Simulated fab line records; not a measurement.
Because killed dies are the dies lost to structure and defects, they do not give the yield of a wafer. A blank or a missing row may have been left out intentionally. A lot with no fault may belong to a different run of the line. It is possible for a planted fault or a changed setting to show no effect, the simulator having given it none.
Lot-split experiment | flow gf180mcu | 14 wafers read from 5 lots, route of 602 steps

== THE SPLIT ITSELF ==
At GF_CONTACT_CMP_04 (polishes SiO2), the setting leave-above-ref-nm was moved away from the recipe's 560 nm on 3 of the 14 wafers read, by -5.2% to -3.3%. For the rest of the wafers, this setting stayed at what the recipe calls for.

== FROM THE SPLIT TO THE READING: what the file shows between them, 3 steps ==
- GF_CONTACT_PEB_12: peb time 90 s (also split here: peb-time-s)
- GF_CONTACT_DEVELOP_13: develop time 60 s
- GF_CONTACT_ETCH_16: etches BARC in N2/H2

== THE READING ==
etch.depth-nm (the simulator's own value, which no gauge read), in nm, at GF_CONTACT_ETCH_17 (etches SiO2 in C4F8/O2/Ar, stops on CoSi2, target depth 860 nm). The file gives no usual value for it. Across the 11 wafers here that went through the recipe, the average is 858.6 nm and the standard deviation 4 nm.

wafer  | tool, chamber at the split | leave-above-ref-nm as run, nm | against the recipe | etch.depth-nm, nm | against lot-mates on the recipe
L074.1 | cmp-01, 0                  | 560                           | recipe             | 859.2             | -
L074.2 | cmp-01, 1                  | 560                           | recipe             | 855.3             | -
L074.3 | cmp-01, 3                  | 560                           | recipe             | 854.5             | -
L074.4 | cmp-01, 2                  | 560                           | recipe             | 856.7             | -
L074.5 | cmp-01, 1                  | 560                           | recipe             | 850.8             | -
L081.1 | cmp-01, 3                  | 541.8                         | -3.3%              | 837.3             | -20.5
L081.6 | cmp-01, 3                  | 560                           | recipe             | 857.8             | -
L082.4 | cmp-02, 0                  | 560                           | recipe             | 864.7             | -
L084.2 | cmp-01, 1                  | 560                           | recipe             | 864.4             | -
L084.4 | cmp-01, 3                  | 560                           | recipe             | 861.4             | -
L084.6 | cmp-01, 3                  | 560                           | recipe             | 860.6             | -
L085.2 | cmp-02, 2                  | 530.8                         | -5.2%              | 822.9             | -36.0
L085.3 | cmp-02, 3                  | 530.8                         | -5.2%              | 830.5             | -28.4
L085.6 | cmp-02, 1                  | 560                           | recipe             | 858.9             | -

FIT RESULTS
A straight line over all 14 wafers: etch.depth-nm changes by +6.17 nm for each +1% of leave-above-ref-nm; r = +0.95; the points scatter about the line by 4.1 nm.
The same after taking each lot's own level away (the mean of its wafers on the recipe; 14 wafers): +6.19 nm for each +1%; r = +0.98; scatter 2.5 nm.
On that fit, the largest move of leave-above-ref-nm shifts the reading by 32 nm.
Across the lots, their own levels run from 855.30 to 864.70 nm, a range of 2.4 times the standard deviation given above.
The two slopes agree, so the slope changes little with the lot-to-lot level.
Check: with one of the wafers moved furthest among these (-5.2%) left out of the fit, the line predicts -29.6 nm for it against its lot-mates. It came out at -36 nm against them.

== ADDITIONAL SPLITS CARRIED BY THESE WAFERS ==
Other splits were also applied to these wafers ahead of the reading. Each is held against what the fit with the lots' levels taken away leaves over:
other split on the same wafers      | wafers away from the commonest value | r with etch.depth-nm (lot level and that fit taken away)
GF_POLY_GATE_ETCH_13 time-s         | 1                                    | +0.04
GF_HV_LDD_DEVELOP_06 develop-time-s | 6                                    | +0.28
GF_HV_LDD_COAT_41 resist-thk-nm     | 6                                    | +0.16
GF_HV_LDD_STRIP_49 o2-flow-sccm     | 3                                    | -0.41
GF_PSD_EXPOSE_04 dose-mj            | 2                                    | -0.32
GF_PSD_STRIP_10 o2-flow-sccm        | 5                                    | +0.04
GF_SAB_STRIP_13 o2-flow-sccm        | 7                                    | +0.41
GF_CONTACT_PEB_12 peb-time-s        | 4                                    | -0.10

== THE WHOLE CHAIN: every reading that the file lists as answering this split, in the file's order ==
step               | what it does                                                   | reading                                                                        | change (the file's fit)              | r (the file's)
GF_CONTACT_CMP_04  | polishes SiO2                                                  | SiO2_of_CONTACT_CVD_02.thk-nm (the simulator's own value, which no gauge read) | +5.61 nm for each +1% of the setting | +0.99
GF_CONTACT_ETCH_17 | etches SiO2 in C4F8/O2/Ar, stops on CoSi2, target depth 860 nm | CONTACT.feature-depth-nm (the simulator's own value, which no gauge read)      | +6.25 nm for each +1% of the setting | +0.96
GF_CONTACT_ETCH_17 | etches SiO2 in C4F8/O2/Ar, stops on CoSi2, target depth 860 nm | etch.depth-nm (the simulator's own value, which no gauge read)                 | +6.2 nm for each +1% of the setting  | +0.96

== THE FILE'S OWN FIT ==
etch.depth-nm changes by +6.2 nm for each +1% of leave-above-ref-nm, r = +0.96.
